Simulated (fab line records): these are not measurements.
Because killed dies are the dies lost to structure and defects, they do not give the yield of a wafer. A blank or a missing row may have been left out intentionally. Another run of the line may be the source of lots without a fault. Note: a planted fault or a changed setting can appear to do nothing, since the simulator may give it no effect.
Struck lot and sound lot, side by side	flow gf180mcu	15 out of 602 route steps
Sound: wafers L966.1, L966.4, L966.6. The struck wafers were L961.1, L961.2, L961.6. Last of all comes the cause.
At each step with rows: each side's tool, then ch and its chambers, then its first start. Under that, the readings that differ: sound wafers	struck wafers	difference of the means	sigmas: that difference in standard deviations of wafers without a fault.
alike: readings whose means differ by less than 2 such deviations, and words and numbers that are the same on both sides. not compared: withheld readings, readings that some wafer has no value for, bounds like >300 that may hide the same value, and numbers for which the record gives no deviation and whose values overlap.
The two part at a step that has a row with sigmas, a row that says differs or no value, or rows on one side only. Numbers that have no deviation but don't overlap get no sigmas and don't part them. A reading that every wafer of one side lacks parts them only if that side has two wafers or more.

first, 7 steps without rows for these wafers: GF_V2_HMDS_07 (prime time 60 s); GF_V2_COAT_08; GF_V2_COAT_09 (resist thk 1000 nm); GF_V2_SOFTBAKE_10 (time 60 s); GF_V2_EXPOSE_11 (exposes mask Via2, target cd 260 nm); GF_V2_PEB_12 (peb time 90 s); GF_V2_DEVELOP_13 (develop time 60 s).
GF_V2_CD_MEAS_14: the cd target is 260 nm.
  sound: cdSem-02 at day 26 09:06; struck: cdSem-01 at day 24 18:45
  alike: cdNm
GF_V2_OVL_MEAS_15:
  sound: overlay-01 at day 26 09:13; struck: overlay-02 at day 24 18:52
  alike: V2_OVL
GF_V2_ETCH_16: etches BARC in N2/H2.
  sound on rieDiel-04 ch 1,3, day 26 09:15; struck on rieDiel-04 ch 0,1,3, day 24 18:54
  alike: drypumpMotorCurrentA, oesProductAu, throttleValvePct
GF_V2_ETCH_17: etches SiO2 in C4F8/O2/Ar, stops on TiN, target depth 630 nm.
  sound: rieDiel-04 ch 1,3; struck: rieDiel-04 ch 0,1,3
  alike: oesProductAu
GF_V2_STRIP_18: strips in O2/N2.
  sound on plasmaAsher-01 ch 0,1, day 26 09:23; struck on plasmaAsher-01 ch 0,1, day 24 19:02
  alike: chamberPressureMTorr, drypumpMotorCurrentA, heaterPowerW, oesProductAu
  not compared: rfHoursCounterH
GF_V2_STRIP_19: strips in post etch residue remover, time 1200 s.
  sound on wetBench-04 ch 3, day 26 09:29; struck on wetBench-01 ch 3, day 24 19:08
  no value came back on the struck wafers for bathGuardTempC (C), bathHeatDutyPct (%), timeS (s); on the sound wafers bathGuardTempC (C) reads 72.3 72.1 71.7
then, 1 step without rows for these wafers: GF_V2_CLEAN_20 (cleans in DIW).
-- the record jumps here: 8 days lie between the struck wafers' starts before and after (it left off in module V2 and takes up again in module PASSIVATION, whose first step shown is number 602 of the route) --
GF_PASSIVATION_PROBE_99:
  sound: prober-02 at day 33 19:02; struck: prober-01 at day 32 15:05
reading	sound	struck	difference	sigmas
model.etest.via2Chain.rcOhm	6.444 6.439 6.242	8.127 7.901 7.978	+1.627	

## WHERE THEY PART
GF_V2_STRIP_19 only, going by this record.

WHY: whatever the simulator had introduced
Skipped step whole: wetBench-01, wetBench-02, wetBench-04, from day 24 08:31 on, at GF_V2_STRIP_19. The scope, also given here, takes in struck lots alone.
